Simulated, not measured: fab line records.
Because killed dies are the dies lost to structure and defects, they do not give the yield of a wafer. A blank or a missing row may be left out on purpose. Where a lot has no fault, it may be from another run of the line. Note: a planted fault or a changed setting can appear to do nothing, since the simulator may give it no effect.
8D (eight disciplines) problem report, filled in by code | flow sky130 | the parts of the form that need people (team, actions taken, sign-off) are left out

1. WHAT IS WRONG
developer temp C at SKY_POLY_CUT_DEVELOP_07 reads a mean of 21.80 C on 6 wafers of 2 lots; wafers without a fault read 20.99 C with a standard deviation of 0.095. That puts it +8.6 standard deviations away from the usual mean.
The step: develop time 60 s.
Seen first at day 26 14:00 on litho track-01, wafer L193.1. At this step, 39 wafers from 13 lots have a number in the record. Rule for "out" (also "out of limits"): further than 4 standard deviations from the usual mean. The other wafers with a number count as sound.

2. WHAT THIS IS AND IS NOT
question                    | is                     | is not
which readings at this step | developer temp C       | chill plate temp C
which lots                  | L193, L197             | L187, L190, L194, L195, L198, L203, L204, L205, L207, L209, L210
which wafers of those lots  | all that have a number | -
read on which tools         | litho track-01         | litho track-02, litho track-03
when                        | from day 26 14:00      | up to then (6 sound wafers); but 27 sound wafers of L194, L195, L198, L203, L204, L205, L207, L209, L210 came after

3. SUSPECTS, AND WHAT RULES EACH OUT
Counting: a tool at a process step up to the reading stays a suspect if it ran every lot that is out and no sound lot after the first of them.
- plasma asher-02 at SKY_LDD_HVP_STRIP_09 (strips in O2/N2): ruled out as a lasting fault. Following L193 (day 24 00:40), the first lot on it that is out, the sound lots L194, L198, L203, L204 were run on it.
- litho track-01 at SKY_POLY_CUT_DEVELOP_07 (develop time 60 s): ruled out as a lasting fault. Following L193 (day 26 14:00), the first lot on it that is out, the sound lots L204, L207, L209 were run on it.
Left after counting: nothing in the record.

4. THE CAUSE (what the simulator had put in)
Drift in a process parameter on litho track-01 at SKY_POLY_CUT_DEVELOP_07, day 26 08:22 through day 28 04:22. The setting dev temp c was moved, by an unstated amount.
Counting ruled it out, wrongly.

5. SEQUENCE OF EFFECTS, ordered by route
Each row: a reading where the mean over the struck wafers with a number is more than 3 standard deviations away from the usual. Scope: only readings with a usual standard deviation given in the record; hours: median across lots of the time from each lot's start at the first step in this table that gives one to its start at this step; sigmas: change in usual standard deviations.
hours | step                    | reading          | usual   | on struck wafers | change | sigmas
0     | SKY_POLY_CUT_DEVELOP_07 | developer temp C | 20.99 C | 21.80            | +0.82  | +8.6
Its process steps:
- SKY_POLY_CUT_DEVELOP_07: develop time 60 s.

6. HOW IT WOULD HAVE BEEN CAUGHT EARLIER
6 hours passed between the start of the fault at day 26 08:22 and the first reading out of limits in this record, taken at day 26 14:00.
